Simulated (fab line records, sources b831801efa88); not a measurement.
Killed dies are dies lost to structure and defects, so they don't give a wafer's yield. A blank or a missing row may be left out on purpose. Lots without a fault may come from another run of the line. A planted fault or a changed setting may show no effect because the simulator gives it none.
A struck lot beside a sound one | flow sky130 | 15 steps out of a route of 708
Sound: wafers L721.1, L721.5, L721.6. Struck: wafers L724.3, L724.5, L724.6. The cause comes at the end.
At each step with rows: each side's tool, then ch and its chambers, then its first start. Under that, the readings that differ: sound wafers | struck wafers | difference of the means | sigmas: that difference in standard deviations of wafers without a fault.
alike: readings whose means differ by less than 2 such deviations, and words and numbers that are the same on both sides. not compared: withheld readings, readings that some wafer has no value for, bounds like >300 that may hide the same value, and numbers for which the record gives no deviation and whose values overlap.
The two part at a step that has a row with sigmas, a row that says differs or no value, or rows on one side only. Numbers that don't overlap but have no deviation are shown without sigmas and don't part them. A reading that every wafer of one side lacks parts them only if that side has two wafers or more.

SKY_METAL3_CD_MEAS_13: target cd 300 nm.
  sound on cd_sem-02, day 43 14:04; struck on cd_sem-01, day 44 05:43
  alike: cd_nm
SKY_METAL3_OVL_MEAS_14:
  sound on overlay-01, day 43 14:11; struck on overlay-02, day 44 05:48
  alike: METAL3_OVL
SKY_METAL3_DESCUM_15: chemistry O2, time 8 s.
  sound on rie_metal-03 ch 0,1, day 43 14:14; struck on rie_metal-04 ch 0,1, day 44 05:50
  alike: drypump_motor_current_A, oes_product_au
  not compared: rf_hours_counter_h
SKY_METAL3_ETCH_16: etches BARC in N2/H2, stops on SiO2, time 88.2 s, target depth 60 nm.
  sound on rie_metal-03 ch 0,1, day 43 14:16; struck on rie_metal-04 ch 0,1, day 44 05:53
  alike: drypump_motor_current_A, oes_product_au, throttle_valve_pct
  not compared: rf_hours_counter_h
SKY_METAL3_ETCH_17: etches SiO2 in C4F8/O2/Ar, stops on TiN, time 3.9 s, target depth 15 nm.
  sound on rie_diel-01 ch 1,2, day 43 14:22; struck on rie_diel-01 ch 0,1, day 44 05:58
  alike: oes_product_au
  not compared: rf_hours_counter_h
SKY_METAL3_METAL_ETCH_18: etches the open film in Cl2/BCl3, stops on SiO2, target depth 845 nm, time 183.1 s.
  sound on rie_metal-01 ch 0,1, day 43 14:23; struck on rie_metal-01 ch 0,1, day 44 06:02
  alike: drypump_motor_current_A, oes_product_au, throttle_valve_pct
  not compared: rf_hours_counter_h
SKY_METAL3_STRIP_19: strips in O2/N2.
  sound on plasma_asher-03 ch 0,1, day 43 14:33; struck on plasma_asher-03 ch 0,1, day 44 06:11
  alike: drypump_motor_current_A, oes_product_au, strip_time_to_endpoint_s
  not compared: rf_hours_counter_h
then, 4 steps without rows for these wafers: SKY_METAL3_STRIP_20 (strips in post etch residue remover, time 1200 s); SKY_METAL3_CLEAN_21 (cleans in IPA, time 180 s); SKY_METAL3_CLEAN_22 (cleans in O3/DIW); SKY_VIA3_HDPCVD_00 (deposits SiO2, target thk 1635 nm, time 266.5 s).
SKY_VIA3_THK_MEAS_01:
  sound on film_metro-01, day 43 15:25; struck on film_metro-02, day 44 06:56
  alike: VIA3_HDPCVD_THK
SKY_VIA3_CMP_02: polishes SiO2.
  sound on cmp-01 ch 0,1,3, day 43 15:35; struck on cmp-02 ch 0,1,3, day 44 07:04
  no value came back on the struck wafers for edge_zone_pressure_frac, head_pressure_psi (psi), motor_current_A (A); on the sound wafers edge_zone_pressure_frac reads 1.005 0.988 0.993
  reading                                  | sound             | struck         | difference | sigmas
  model.SiO2_of_VIA3_HDPCVD_00.thk_nm (nm) | 464.6 465.4 464.4 | 1578 1557 1585 | +1109      |
SKY_VIA3_BOW_MEAS_03:
  sound on film_metro-02, day 43 15:47; struck on film_metro-02, day 44 07:36
  reading       | sound    | struck | difference                    | sigmas
  VIA3_BOW (um) | 80 85 80 | - - -  | no value on the struck wafers |
  not compared: hold
SKY_PAD_OPEN_PROBE_99:
  the record has rows for the sound wafers here (prober-02, day 49 21:12) and none for the struck ones

WHERE THEY PART
First at SKY_VIA3_CMP_02; last, within this record, at SKY_PAD_OPEN_PROBE_99.

WHY: what the simulator had put in
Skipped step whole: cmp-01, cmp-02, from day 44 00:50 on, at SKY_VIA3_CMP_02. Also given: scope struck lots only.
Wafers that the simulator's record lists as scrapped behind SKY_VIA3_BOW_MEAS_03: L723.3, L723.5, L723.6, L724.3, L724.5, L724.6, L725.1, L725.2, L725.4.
